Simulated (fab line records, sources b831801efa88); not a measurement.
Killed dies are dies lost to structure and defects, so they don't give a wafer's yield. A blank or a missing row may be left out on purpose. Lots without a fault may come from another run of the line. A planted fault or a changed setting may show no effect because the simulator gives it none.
fab line records | flow sky130
record lots=6 wafers=18 last_day=49
route steps=708 shown DNWELL@41 PWDE@45 NWELL@56 PAD_OPEN@708
lots that met no fault: from a run of the same line without faults
start_h: hours from the record's first day to the start of the lot's first wafer shown | wait_h: hours since the lot's step before | " the same as in the row above | L1.1+2: a row that stands for several wafers | - no value, or no start given | * or withheld: withheld | < > ~ a bound
route shown NAME@n: a module of which the file shows steps, and the number in the route of the first | usual: mean/standard deviation of fault-free wafers | same: alike in all rows | chamber/n: place in a boat | sites: the reading at each site | _std_site: their standard deviation | _edge_site: outer sites' mean less inner sites' | radius_mm: how far each site lies from the wafer's centre | mask NAME#n: copy n | behind: the tool/chamber that last shaped the wafer | hold: why the lot was held/for how many hours/how that ended | device: the transistor (n, p or np) that didn't switch | end of line: the same wafers' tests at the end of the route | a step without rows: its recipe alone | killed: dies lost to structure and defects at the first sort, not the wafer's yield | map: a wafer's dies, x killed, . not, _ none there
set.NAME: the setting as run; set.NAME@STEP: as run at that earlier step | model.NAME: the simulator's own value behind a step, which no gauge read
lots at some steps of the route; a table a step, a row a wafer
services: from which hour (start_h, from the record's first day; less than 0 if before it) a tool's chamber was out of use, for how many hours, and why
## steps
# step SKY_DNWELL_DEVELOP_06
# recipe wall_angle_deg=90 developer=TMAH develop_time_s=60 dev_temp_c=23
# step SKY_DNWELL_IMPLANT_07
# recipe species=P energy_kev=withheld dose_cm2=withheld tilt_deg=withheld
# step SKY_DNWELL_STRIP_08
# recipe chemistry=O2/N2 power_w=1400 pressure_mtorr=1500 platen_temp_c=withheld o2_flow_sccm=3000 n2_flow_sccm=300 overash_fraction=0.5
# usual drypump_motor_current_A=5.7/0.32 oes_product_au=0.722/0.0046 strip_time_to_endpoint_s=36.94/0.11
# same overash_fraction=0.5
# columns lot.wafer tool chamber start_h wait_h drypump_motor_current_A oes_product_au rf_hours_counter_h strip_time_to_endpoint_s
L547.1 plasma_asher-03 1 61.69 0.1 5.8 0.722 25 36.78
L547.2 " 0 " " 6.2 0.713 25 36.79
L547.6 " 1 " " 5.8 0.720 - 36.90
L551.2 plasma_asher-02 1 92.59 0.1 5.9 0.725 42 36.91
L551.4 " 1 " " 5.9 0.721 - 36.94
L551.6 " 1 " " 5.9 0.732 - 37.11
L560.1 plasma_asher-02 1 131.73 0.1 5.8 0.723 46 36.88
L560.4 " 1 " " 5.9 0.720 - 36.86
L560.6 " 1 " " 5.9 0.724 - 37.01
L562.1 plasma_asher-02 1 137.89 0.1 5.9 0.725 47 36.78
L562.2 " 0 " " 5.1 0.719 47 36.78
L562.3 " 1 " " 5.8 0.723 - 36.80
L563.1 plasma_asher-01 0 144.13 0.1 5.6 0.719 45 37.05
L563.2 " 1 " " 5.8 0.725 45 36.97
L563.6 " 0 " " 5.6 0.722 - 36.92
L564.1 plasma_asher-01 1 163.48 0.1 5.9 0.718 47 36.93
L564.2 " 0 " " 5.6 0.719 47 37.01
L564.5 " 1 " " 5.9 0.722 - 37.09
# step SKY_DNWELL_TW_MEAS_09
# usual DNWELL_TW=1122/7.7
# columns lot.wafer tool chamber start_h wait_h DNWELL_TW
L547.1 film_metro-04 - 61.79 0.1 1128
L547.2 " - " " 1131
L547.6 " - " " 1135
L551.2 film_metro-04 - 92.70 0.1 1123
L551.4 " - " " 1119
L551.6 " - " " 1116
L560.1 film_metro-04 - 131.83 0.1 1129
L560.4 " - " " 1126
L560.6 " - " " 1132
L562.1 film_metro-02 - 137.99 0.1 1109
L562.2 " - " " 1111
L562.3 " - " " 1100
L563.1 film_metro-03 - 144.23 0.1 1126
L563.2 " - " " 1122
L563.6 " - " " 1131
L564.1 film_metro-02 - 163.58 0.1 1111
L564.2 " - " " 1118
L564.5 " - " " 1113
# step SKY_PWDE_DEHYDRATE_00
# recipe temp_c=200 time_s=60
# step SKY_PWDE_HMDS_01
# recipe prime_time_s=60 prime_temp_c=120
# step SKY_PWDE_COAT_02
# recipe spin_rpm=2000 resist_thk_nm=3000
# step SKY_PWDE_SOFTBAKE_03
# recipe temp_c=110 time_s=withheld
# step SKY_PWDE_EXPOSE_04
# recipe mask_id=PWDEM na=0.6 source_shape=conventional sigma_outer=0.6 polarization=unpolarized target_cd_nm=840 dose_mj=214
# step SKY_PWDE_PEB_05
# recipe temp_c=115 time_s=withheld
# step SKY_PWDE_DEVELOP_06
# recipe wall_angle_deg=90 developer=TMAH develop_time_s=60 dev_temp_c=23
# step SKY_PWDE_OVL_MEAS_07
# usual PWDE_OVL=-0.5/1.3
# columns lot.wafer tool chamber start_h wait_h PWDE_OVL[nm]
L547.1 overlay-01 - 76.69 - -3.6
L547.2 " - " " -1.4
L547.6 " - " " -2.8
L551.2 overlay-02 - 110.30 - -0.2
L551.4 " - " " -1.4
L551.6 " - " " -2.6
L560.1 overlay-02 - 149.64 - 1.4
L560.4 " - " " 1.6
L560.6 " - " " 0.8
L562.1 overlay-01 - 157.15 - -0.3
L562.2 " - " " -0.4
L562.3 " - " " -0.6
L563.1 overlay-01 - 163.29 - -0.1
L563.2 " - " " 1.3
L563.6 " - " " 0.8
L564.1 overlay-02 - 184.05 - 0.8
L564.2 " - " " -1.4
L564.5 " - " " -2.3
# step SKY_PWDE_IMPLANT_08
# recipe species=B energy_kev=150 dose_cm2=3.6e+12 tilt_deg=withheld
# usual beam_on_s=10.01/0.21 faraday_current_uA=20.3/0.41
# columns lot.wafer tool chamber start_h wait_h beam_on_s faraday_current_uA
L547.1 implanter-02 0 76.73 0.0 9.79 20.7
L547.2 " 0 " " 9.81 20.6
L547.6 " 0 " " 9.92 20.4
L551.2 implanter-03 0 110.36 0.0 10.22 19.8
L551.4 " 0 " " 10.06 20.2
L551.6 " 0 " " 9.91 20.5
L560.1 implanter-02 0 149.68 0.0 13.55 14.9
L560.4 " 0 " " 14.18 14.4
L560.6 " 0 " " 13.58 15.0
L562.1 implanter-02 0 157.18 0.0 14.06 14.4
L562.2 " 0 " " 13.42 15.1
L562.3 " 0 " " 13.65 14.9
L563.1 implanter-03 0 163.33 0.0 9.90 20.5
L563.2 " 0 " " 9.87 20.6
L563.6 " 0 " " 9.88 20.5
L564.1 implanter-01 0 184.08 0.0 9.95 20.3
L564.2 " 0 " " 9.83 20.6
L564.5 " 0 " " 10.22 19.9
# step SKY_PWDE_STRIP_09
# recipe chemistry=O2/N2 power_w=1400 pressure_mtorr=1500 platen_temp_c=withheld o2_flow_sccm=3000 n2_flow_sccm=300 overash_fraction=0.5
# usual drypump_motor_current_A=5.7/0.53 oes_product_au=0.723/0.0047 strip_time_to_endpoint_s=36.94/0.11
# same overash_fraction=0.5
# columns lot.wafer tool chamber start_h wait_h drypump_motor_current_A oes_product_au rf_hours_counter_h strip_time_to_endpoint_s
L547.1 plasma_asher-03 0 76.88 0.1 6.2 0.725 26 37.03
L547.2 " 1 " " 5.8 0.720 26 36.98
L547.6 " 1 " " 5.8 0.727 - 37.00
L551.2 plasma_asher-02 0 110.48 0.1 5.1 0.720 44 37.03
L551.4 " 0 " " 5.2 0.719 - 37.04
L551.6 " 0 " " 5.2 0.723 - 37.02
L560.1 plasma_asher-04 0 149.83 0.1 6.3 0.715 3 36.99
L560.4 " 1 " " 4.8 0.728 - 37.04
L560.6 " 1 " " 4.8 0.727 - 36.88
L562.1 plasma_asher-03 1 157.33 0.1 5.8 0.728 35 37.00
L562.2 " 0 " " 6.2 0.728 35 37.05
L562.3 " 0 " " 6.2 0.720 - 36.88
L563.1 plasma_asher-04 0 163.48 0.1 6.3 0.713 4 37.13
L563.2 " 1 " " 4.8 0.717 4 37.16
L563.6 " 1 " " 4.8 0.724 - 37.09
L564.1 plasma_asher-03 0 184.23 0.1 6.2 0.725 38 36.65
L564.2 " 1 " " 5.8 0.716 38 36.82
L564.5 " 0 " " 6.2 0.724 - 36.68
# step SKY_PWDE_TW_MEAS_10
# usual PWDE_TW=376.1/2.7
# columns lot.wafer tool chamber start_h wait_h PWDE_TW
L547.1 film_metro-03 - 76.98 0.1 377.3
L547.2 " - " " 378.4
L547.6 " - " " 378.7
L551.2 film_metro-03 - 110.59 0.1 378.6
L551.4 " - " " 378.2
L551.6 " - " " 379.8
L560.1 film_metro-02 - 149.93 0.1 410.3
L560.4 " - " " 410.8
L560.6 " - " " 409.8
L562.1 film_metro-04 - 157.43 0.1 416.1
L562.2 " - " " 411.8
L562.3 " - " " 413.4
L563.1 film_metro-04 - 163.58 0.1 376.9
L563.2 " - " " 378.4
L563.6 " - " " 376.5
L564.1 film_metro-04 - 184.33 0.1 377.2
L564.2 " - " " 379.4
L564.5 " - " " 379.0
# step SKY_NWELL_DEHYDRATE_03
# recipe temp_c=200 time_s=60
# step SKY_NWELL_HMDS_04
# recipe prime_time_s=60 prime_temp_c=120
# step SKY_NWELL_COAT_05
# recipe spin_rpm=2000 resist_thk_nm=3000
# step SKY_NWELL_SOFTBAKE_06
# recipe temp_c=110 time_s=withheld
# step SKY_NWELL_EXPOSE_07
# recipe mask_id=NWM na=0.6 source_shape=conventional sigma_outer=0.6 polarization=unpolarized target_cd_nm=840 dose_mj=255
# step SKY_NWELL_PEB_08
# recipe temp_c=115 time_s=withheld
# step SKY_NWELL_DEVELOP_09
# recipe wall_angle_deg=90 developer=TMAH develop_time_s=60 dev_temp_c=23
# step SKY_NWELL_OVL_MEAS_10
# usual NWELL_00_OVL=0.0/1.4
# columns lot.wafer tool chamber start_h wait_h NWELL_00_OVL[nm]
L547.1 overlay-01 - 93.50 - -0.9
L547.2 " - " " -1.3
L547.6 " - " " -1.4
L551.2 overlay-01 - 128.39 - 2.0
L551.4 " - " " 1.8
L551.6 " - " " 0.1
L560.1 overlay-02 - 169.38 - -0.7
L560.4 " - " " -1.1
L560.6 " - " " -0.7
L562.1 overlay-01 - 177.00 - -0.8
L562.2 " - " " -0.7
L562.3 " - " " 0.6
L563.1 overlay-01 - 184.08 - 0.6
L563.2 " - " " 0.6
L563.6 " - " " 0.4
L564.1 overlay-01 - 205.20 - -0.7
L564.2 " - " " -0.5
L564.5 " - " " -0.7
# step SKY_NWELL_IMPLANT_11
# recipe species=P energy_kev=400 dose_cm2=1.9e+13 tilt_deg=withheld
# step SKY_NWELL_IMPLANT_12
# recipe species=P energy_kev=118.9 dose_cm2=1.3e+12 tilt_deg=withheld
# step SKY_NWELL_IMPLANT_13
# recipe species=P energy_kev=50 dose_cm2=7e+11 tilt_deg=withheld
# step SKY_NWELL_STRIP_14
# recipe chemistry=O2/N2 power_w=1400 pressure_mtorr=1500 platen_temp_c=withheld o2_flow_sccm=3000 n2_flow_sccm=300 overash_fraction=0.5
# usual drypump_motor_current_A=5.6/0.51 oes_product_au=0.723/0.0045 strip_time_to_endpoint_s=36.95/0.12
# same overash_fraction=0.5
# columns lot.wafer tool chamber start_h wait_h drypump_motor_current_A oes_product_au rf_hours_counter_h strip_time_to_endpoint_s
L547.1 plasma_asher-02 0 93.98 0.1 5.1 0.720 42 37.06
L547.2 " 1 " " 5.9 0.720 42 37.02
L547.6 " 1 " " 5.9 0.728 - 37.00
L551.2 plasma_asher-01 1 128.87 0.1 5.9 0.731 43 36.72
L551.4 " 1 " " 5.9 0.720 - 36.81
L551.6 " 0 " " 5.6 0.717 - 36.69
L560.1 plasma_asher-01 0 169.87 0.1 5.6 0.726 48 36.88
L560.4 " 1 " " 5.9 0.720 - 37.01
L560.6 " 0 " " 5.6 0.724 - 36.90
L562.1 plasma_asher-04 1 177.48 0.1 4.8 0.725 6 37.14
L562.2 " 0 " " 6.3 0.719 6 37.11
L562.3 " 1 " " 4.8 0.732 - 37.13
L563.1 plasma_asher-02 0 184.57 0.1 5.1 0.722 51 36.85
L563.2 " 1 " " 5.9 0.724 51 36.81
L563.6 " 0 " " 5.1 0.724 - 36.90
L564.1 plasma_asher-02 1 205.68 0.1 5.9 0.716 53 37.01
L564.2 " 0 " " 5.1 0.726 53 37.07
L564.5 " 1 " " 5.9 0.725 - 36.92
# step SKY_NWELL_TW_MEAS_15
# usual NWELL_TW=1831/15
# columns lot.wafer tool chamber start_h wait_h NWELL_TW
L547.1 film_metro-04 - 94.08 0.1 1835
L547.2 " - " " 1852
L547.6 " - " " 1854
L551.2 film_metro-02 - 128.98 0.1 1813
L551.4 " - " " 1804
L551.6 " - " " 1803
L560.1 film_metro-03 - 169.97 0.1 1824
L560.4 " - " " 1832
L560.6 " - " " 1830
L562.1 film_metro-04 - 177.58 0.1 1832
L562.2 " - " " 1840
L562.3 " - " " 1839
L563.1 film_metro-02 - 184.67 0.1 1829
L563.2 " - " " 1810
L563.6 " - " " 1812
L564.1 film_metro-02 - 205.78 0.1 1808
L564.2 " - " " 1797
L564.5 " - " " 1804
# step SKY_NWELL_DEHYDRATE_16
# recipe temp_c=200 time_s=60
# step SKY_NWELL_HMDS_17
# recipe prime_time_s=60 prime_temp_c=120
# step SKY_NWELL_COAT_18
# recipe spin_rpm=2000 resist_thk_nm=3000
# step SKY_NWELL_SOFTBAKE_19
# recipe temp_c=110 time_s=withheld
# step SKY_NWELL_EXPOSE_20
# recipe mask_id=NWM_COMPLEMENT na=0.6 source_shape=conventional sigma_outer=0.6 polarization=unpolarized target_cd_nm=840 dose_mj=257.9
# step SKY_NWELL_PEB_21
# recipe temp_c=115 time_s=withheld
# step SKY_NWELL_DEVELOP_22
# recipe wall_angle_deg=90 developer=TMAH develop_time_s=60 dev_temp_c=23
# step SKY_NWELL_OVL_MEAS_23
# usual NWELL_01_OVL=-0.4/1.6
# columns lot.wafer tool chamber start_h wait_h NWELL_01_OVL[nm]
L547.1 overlay-02 - 111.93 - 0.3
L547.2 " - " " -1.0
L547.6 " - " " -0.2
L551.2 overlay-02 - 146.45 - 1.3
L551.4 " - " " 2.6
L551.6 " - " " 3.2
L560.1 overlay-02 - 190.25 - -0.5
L560.4 " - " " 2.5
L560.6 " - " " 1.2
L562.1 overlay-01 - 198.04 - -0.9
L562.2 " - " " 0.3
L562.3 " - " " -3.4
L563.1 overlay-02 - 205.23 - -1.8
L563.2 " - " " -0.6
L563.6 " - " " -0.4
L564.1 overlay-02 - 228.40 - 1.3
L564.2 " - " " 2.7
L564.5 " - " " 0.7
# step SKY_NWELL_IMPLANT_24
# recipe species=B energy_kev=140 dose_cm2=9.2e+12 tilt_deg=withheld
# step SKY_NWELL_STRIP_25
# recipe chemistry=O2/N2 power_w=1400 pressure_mtorr=1500 platen_temp_c=withheld o2_flow_sccm=3000 n2_flow_sccm=300 overash_fraction=0.5
# usual drypump_motor_current_A=5.6/0.57 oes_product_au=0.722/0.0044 strip_time_to_endpoint_s=36.92/0.093
# same overash_fraction=0.5
# columns lot.wafer tool chamber start_h wait_h drypump_motor_current_A oes_product_au rf_hours_counter_h strip_time_to_endpoint_s
L547.1 plasma_asher-01 1 112.12 0.1 5.9 0.721 42 36.85
L547.2 " 0 " " 5.6 0.721 42 36.93
L547.6 " 1 " " 5.9 0.717 - 36.88
L551.2 plasma_asher-04 0 146.63 0.1 6.3 0.719 3 36.83
L551.4 " 0 " " 6.3 0.721 - 36.97
L551.6 " 1 " " 4.8 0.729 - 36.77
L560.1 plasma_asher-04 1 190.43 0.1 4.8 0.721 7 37.01
L560.4 " 1 " " 4.8 0.723 - 37.09
L560.6 " 1 " " 4.8 0.720 - 36.98
L562.1 plasma_asher-02 0 198.22 0.1 5.1 0.717 52 36.81
L562.2 " 1 " " 5.9 0.721 52 36.90
L562.3 " 0 " " 5.2 0.724 - 36.81
L563.1 plasma_asher-04 0 205.42 0.1 6.3 0.719 8 36.94
L563.2 " 1 " " 4.8 0.729 8 36.88
L563.6 " 1 " " 4.8 0.722 - 36.91
L564.1 plasma_asher-01 0 228.73 0.2 5.6 0.727 53 36.82
L564.2 " 1 " " 5.8 0.720 53 36.89
L564.5 " 0 " " 5.6 0.723 - 36.91
# step SKY_NWELL_TW_MEAS_26
# usual NWELL_2_TW=500/3.1
# columns lot.wafer tool chamber start_h wait_h NWELL_2_TW
L547.1 film_metro-03 - 112.22 0.1 500
L547.2 " - " " 504
L547.6 " - " " 502
L551.2 film_metro-03 - 146.74 0.1 502
L551.4 " - " " 502
L551.6 " - " " 503
L560.1 film_metro-04 - 190.53 0.1 503
L560.4 " - " " 502
L560.6 " - " " 502
L562.1 film_metro-02 - 198.32 0.1 493
L562.2 " - " " 495
L562.3 " - " " 496
L563.1 film_metro-04 - 205.52 0.1 501
L563.2 " - " " 500
L563.6 " - " " 500
L564.1 film_metro-04 - 228.83 0.1 504
L564.2 " - " " 503
L564.5 " - " " 502
# step SKY_NWELL_CLEAN_27
# recipe chemistry=SC1/SC2 mix=1:4:20 temp_c=70 time_s=150 dry=n2_spin
# step SKY_NWELL_RTA_28
# recipe temp_c=1050 time_s=30 idle_temp_c=650 ramp_up_c_per_s=150 ramp_down_c_per_s=90 ambient=N2
# usual lamp_power_pct=25.31/0.052 wafer_temp_C_max=1054.9/0.87
# columns lot.wafer tool chamber start_h wait_h lamp_power_pct wafer_temp_C_max
L547.1 rtp_anneal-01 0 112.34 0.0 25.36 1056.5
L547.2 " 0 " " 25.33 1054.7
L547.6 " 0 " " 25.38 1054.1
L551.2 rtp_anneal-02 0 146.86 0.0 25.27 1055.5
L551.4 " 0 " " 25.27 1055.3
L551.6 " 0 " " 25.34 1055.8
L560.1 rtp_anneal-01 0 190.64 0.0 25.30 1054.5
L560.4 " 0 " " 25.39 1054.1
L560.6 " 0 " " 25.24 1054.2
L562.1 rtp_anneal-02 0 198.43 0.0 25.27 1056.5
L562.2 " 0 " " 25.33 1055.1
L562.3 " 0 " " 25.44 1054.3
L563.1 rtp_anneal-02 0 205.63 0.0 25.22 1054.5
L563.2 " 0 " " 25.36 1055.3
L563.6 " 0 " " 25.30 1055.5
L564.1 rtp_anneal-02 0 228.94 0.0 25.25 1055.3
L564.2 " 0 " " 25.28 1054.4
L564.5 " 0 " " 25.37 1055.3
# step SKY_NWELL_RS_MEAS_29
# recipe thk_meas_gauge=four-point-probe
# usual NWELL_RS=624.4/1.9
# columns lot.wafer tool chamber start_h wait_h NWELL_RS[ohm/sq]
L547.1 film_metro-03 - 112.44 0.1 621.7
L547.2 " - " " 623.0
L547.6 " - " " 622.5
L551.2 film_metro-03 - 146.96 0.1 623.3
L551.4 " - " " 623.1
L551.6 " - " " 625.0
L560.1 film_metro-03 - 190.74 0.1 625.4
L560.4 " - " " 623.2
L560.6 " - " " 625.7
L562.1 film_metro-04 - 198.53 0.1 624.9
L562.2 " - " " 623.4
L562.3 " - " " 624.6
L563.1 film_metro-04 - 205.73 0.1 626.0
L563.2 " - " " 626.6
L563.6 " - " " 625.3
L564.1 film_metro-02 - 229.04 0.1 627.4
L564.2 " - " " 627.0
L564.5 " - " " 627.4
# step SKY_NWELL_RS_MEAS_31
# recipe thk_meas_gauge=four-point-probe
# usual PWDE_RS=5274/17
# columns lot.wafer tool chamber start_h wait_h PWDE_RS[ohm/sq]
L547.1 film_metro-03 - 112.68 0.1 5260
L547.2 " - " " 5256
L547.6 " - " " 5238
L551.2 film_metro-03 - 147.20 0.1 5272
L551.4 " - " " 5253
L551.6 " - " " 5259
L560.1 film_metro-03 - 190.98 0.1 4130
L560.4 " - " " 4126
L560.6 " - " " 4114
L562.1 film_metro-04 - 198.77 0.1 4139
L562.2 " - " " 4137
L562.3 " - " " 4131
L563.1 film_metro-04 - 205.97 0.1 5288
L563.2 " - " " 5293
L563.6 " - " " 5279
L564.1 film_metro-02 - 229.28 0.1 5280
L564.2 " - " " 5310
L564.5 " - " " 5308
# step SKY_PAD_OPEN_PROBE_99
# usual killed_at_M0_to_M3=43/7.4 killed_at_M4_up=3.1/1.8 killed_at_contacts=26/5.6 killed_at_front_end=15/4.9 killed_at_other=0.2/0.44 killed_dies=87/10 killed_open=48/7.6 killed_short=39/6.2
# same gross_dies=492 killed_at_back_side=0
# columns lot.wafer tool chamber start_h wait_h killed_at_M0_to_M3 killed_at_M4_up killed_at_contacts killed_at_front_end killed_at_other killed_dies killed_open killed_short model.etest.res_p_drift_20v.line_ohm_um model.etest.res_p_drift_20v.rs_ohm_sq model.etest.res_pwde_under_gate.rs_ohm_sq
L547.1 prober-01 - 1087.01 0.1 42 6 26 19 1 94 54 40 1.043e+04 8747 6205
L547.2 prober-01 - 1087.06 0.1 54 1 28 15 0 98 55 43 1.063e+04 8846 6182
L547.6 prober-01 - 1087.26 0.2 43 3 29 15 1 91 49 42 1.018e+04 8524 6149
L551.2 prober-01 - 1121.90 0.1 40 5 19 22 0 86 36 50 1.118e+04 9237 6090
L551.4 prober-01 - 1122.00 0.2 41 2 21 19 1 84 46 36 1.092e+04 9181 6116
L551.6 prober-01 - 1122.10 0.2 46 2 29 19 1 97 54 43 1.119e+04 9336 6100
L560.1 prober-01 - 1159.00 0.1 37 5 28 14 0 84 42 42 8040 6927 4605
L560.4 prober-01 - 1159.15 0.2 40 6 20 6 1 73 39 34 8409 6954 4610
L560.6 prober-01 - 1159.25 0.2 58 3 23 12 0 96 58 38 8186 6889 4609
L562.1 prober-01 - 1162.88 0.1 66 1 17 26 1 111 59 52 8164 6892 4657
L562.2 prober-01 - 1162.93 0.1 46 2 24 9 1 82 40 41 8555 7072 4637
L562.3 prober-01 - 1162.98 0.2 53 4 31 8 1 97 51 45 8592 7271 4656
L563.1 prober-02 - 1169.16 0.1 45 3 33 14 0 95 59 36 1.179e+04 9827 6199
L563.2 prober-02 - 1169.21 0.1 55 2 21 17 0 95 50 45 1.192e+04 9870 6238
L563.6 prober-02 - 1169.41 0.2 50 4 20 23 0 97 53 44 1.206e+04 1.011e+04 6184
L564.1 prober-01 - 1184.10 0.1 47 1 31 13 0 92 45 46 1.132e+04 9418 6207
L564.2 prober-01 - 1184.15 0.1 56 2 28 13 1 100 54 46 1.236e+04 1.02e+04 6281
L564.5 prober-01 - 1184.30 0.2 52 1 25 14 0 92 45 46 1.247e+04 1.041e+04 6221
# killed by level:class
L547.1 VIA1:geometric_particle:open=11 CONTACT:geometric_particle:open=10 VIA2:geometric_particle:open=7 LI_CONTACT:geometric_particle:open=6 VIA3:geometric_particle:open=6 FIELD_ISO:geometric_particle:open=5 LOCAL_INTERCONNECT:geometric_particle:short=5 METAL2:geometric_particle:short=5
L547.2 VIA1:geometric_particle:open=11 LI_CONTACT:geometric_particle:open=9 CONTACT:geometric_particle:open=9 VIA3:geometric_particle:open=8 METAL2:geometric_particle:short=7 VIA2:geometric_particle:open=6 POLY_GATE:geometric_particle:short=4 VIA2:geometric_particle:short=4
L547.6 VIA1:geometric_particle:open=11 LI_CONTACT:geometric_particle:open=9 CONTACT:geometric_particle:open=9 POLY_GATE:geometric_particle:short=6 CONTACT:geometric_particle:short=6 METAL1:geometric_particle:short=5 POLY_GATE:geometric_particle:open=4 VIA2:geometric_particle:short=4
L551.2 VIA2:geometric_particle:open=10 LI_CONTACT:geometric_particle:open=8 POLY_GATE:geometric_particle:short=7 VIA2:geometric_particle:short=7 VIA1:geometric_particle:open=6 FIELD_ISO:geometric_particle:short=5 POLY_GATE:geometric_particle:open=5 CONTACT:geometric_particle:short=5
L551.4 CONTACT:geometric_particle:open=15 VIA3:geometric_particle:open=8 METAL2:geometric_particle:short=8 VIA2:geometric_particle:open=6 FIELD_ISO:geometric_particle:short=5 POLY_GATE:geometric_particle:short=5 VIA1:geometric_particle:open=5 FIELD_ISO:geometric_particle:open=4
L551.6 CONTACT:geometric_particle:open=13 VIA1:geometric_particle:open=11 VIA2:geometric_particle:open=8 CONTACT:geometric_particle:short=7 FIELD_ISO:geometric_particle:open=7 METAL2:geometric_particle:short=7 FIELD_ISO:geometric_particle:short=5 LI_CONTACT:geometric_particle:open=4
L560.1 CONTACT:geometric_particle:open=8 METAL1:geometric_particle:short=8 LI_CONTACT:geometric_particle:open=6 VIA3:geometric_particle:open=6 VIA1:geometric_particle:open=6 VIA2:geometric_particle:open=6 LOCAL_INTERCONNECT:geometric_particle:short=5 CONTACT:geometric_particle:short=5
L560.4 CONTACT:geometric_particle:open=11 VIA2:geometric_particle:open=10 METAL2:geometric_particle:short=7 METAL4:geometric_particle:short=6 CONTACT:geometric_particle:short=5 VIA1:geometric_particle:open=5 VIA3:geometric_particle:open=5 METAL1:geometric_particle:short=4
L560.6 VIA1:geometric_particle:open=13 VIA3:geometric_particle:open=12 CONTACT:geometric_particle:open=10 VIA1:geometric_particle:short=6 METAL2:geometric_particle:short=6 VIA2:geometric_particle:open=6 VIA3:geometric_particle:short=5 LOCAL_INTERCONNECT:geometric_particle:short=4
L562.1 METAL1:geometric_particle:short=12 VIA1:geometric_particle:open=12 VIA2:geometric_particle:open=9 POLY_GATE:geometric_particle:open=8 VIA1:geometric_particle:short=8 METAL2:geometric_particle:short=8 FIELD_ISO:geometric_particle:open=7 LI_CONTACT:geometric_particle:open=7
L562.2 VIA3:geometric_particle:open=8 VIA1:geometric_particle:open=8 CONTACT:geometric_particle:open=6 CONTACT:geometric_particle:short=6 VIA1:geometric_particle:short=6 VIA2:geometric_particle:open=6 LI_CONTACT:geometric_particle:open=5 METAL1:geometric_particle:short=5
L562.3 VIA3:geometric_particle:open=9 METAL1:geometric_particle:short=8 LI_CONTACT:geometric_particle:open=8 VIA1:geometric_particle:open=8 CONTACT:geometric_particle:open=7 CONTACT:geometric_particle:short=7 METAL2:geometric_particle:short=6 VIA1:geometric_particle:short=5
L563.1 CONTACT:geometric_particle:open=15 VIA2:geometric_particle:open=10 VIA1:geometric_particle:open=8 VIA3:geometric_particle:open=7 LI_CONTACT:geometric_particle:open=6 CONTACT:geometric_particle:short=5 VIA2:geometric_particle:short=5 LOCAL_INTERCONNECT:geometric_particle:short=4
L563.2 VIA1:geometric_particle:open=18 METAL2:geometric_particle:short=8 CONTACT:geometric_particle:short=7 METAL1:geometric_particle:short=7 VIA1:geometric_particle:short=7 CONTACT:geometric_particle:open=6 FIELD_ISO:geometric_particle:short=4 POLY_GATE:geometric_particle:open=4
L563.6 VIA1:geometric_particle:open=15 FIELD_ISO:geometric_particle:open=9 METAL1:geometric_particle:short=7 SPACER:geometric_particle:short=6 CONTACT:geometric_particle:open=6 VIA3:geometric_particle:open=6 LI_CONTACT:geometric_particle:open=5 CONTACT:geometric_particle:short=5
L564.1 VIA1:geometric_particle:open=10 VIA1:geometric_particle:short=8 LOCAL_INTERCONNECT:geometric_particle:short=7 CONTACT:geometric_particle:open=7 VIA2:geometric_particle:open=7 CONTACT:geometric_particle:short=6 VIA3:geometric_particle:open=6 FIELD_ISO:geometric_particle:open=5
L564.2 VIA1:geometric_particle:open=13 CONTACT:geometric_particle:short=12 VIA2:geometric_particle:open=12 CONTACT:geometric_particle:open=8 VIA3:geometric_particle:open=7 METAL2:geometric_particle:short=6 METAL1:geometric_particle:short=6 FIELD_ISO:geometric_particle:open=5
L564.5 VIA1:geometric_particle:open=11 CONTACT:geometric_particle:open=7 METAL2:geometric_particle:short=7 VIA3:geometric_particle:open=7 VIA1:geometric_particle:short=6 METAL3:geometric_particle:short=5 LI_CONTACT:geometric_particle:short=5 FIELD_ISO:geometric_particle:short=4
## services
# columns tool chamber start_h hours kind
plasma_asher-02 - 73.61 7.6 pm
implanter-02 - 78.89 4.7 pm
implanter-01 - 79.81 2.2 repair
plasma_asher-02 - 87.62 2.6 repair
implanter-01 - 101.06 3.5 repair
plasma_asher-04 - 108.75 9.0 pm
plasma_asher-04 0 108.75 9.0 vent_cycle
plasma_asher-04 1 108.75 9.0 vent_cycle
plasma_asher-04 0 117.75 - clean
plasma_asher-04 1 117.75 - clean
plasma_asher-03 - 120.57 0.9 repair
implanter-01 - 173.02 1.5 repair
plasma_asher-02 - 174.60 5.1 repair
plasma_asher-01 - 202.18 2.8 pm
## key
first_sign step=SKY_PWDE_IMPLANT_08 reading=beam_on_s direction=up sigmas=18 usual=10.01 struck=13.74
effect step=SKY_PWDE_IMPLANT_08 reading=faraday_current_uA direction=down sigmas=13 usual=20.3 struck=14.8
effect step=SKY_PWDE_TW_MEAS_10 reading=PWDE_TW direction=up sigmas=13 usual=376.1 struck=412.0
effect step=SKY_NWELL_RS_MEAS_31 reading=PWDE_RS direction=down sigmas=67 usual=5274 struck=4130
model_effect step=SKY_PAD_OPEN_PROBE_99 value=etest.res_p_drift_20v.line_ohm_um without=1.096e+04 struck=8324
met_at SKY_PWDE_IMPLANT_08
struck_wafers L560.1,L560.4,L560.6,L562.1,L562.2,L562.3
tester_left_out L560,L562
onset_between 76.73 149.68
fault kind=process_parameter_drift tool=implanter-02 chamber=- onset_h=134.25 steps=SKY_PWDE_IMPLANT_08 channel=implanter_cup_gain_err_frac offset=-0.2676 shape=step end_h=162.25
# tester_left_out: of these lots the tester's yield and bins aren't shown, on N5 and GAA mostly nor the transistor test; their killed dies are dies lost to structure and defects alone, not to doping, threshold or leakage, so they don't give the yield
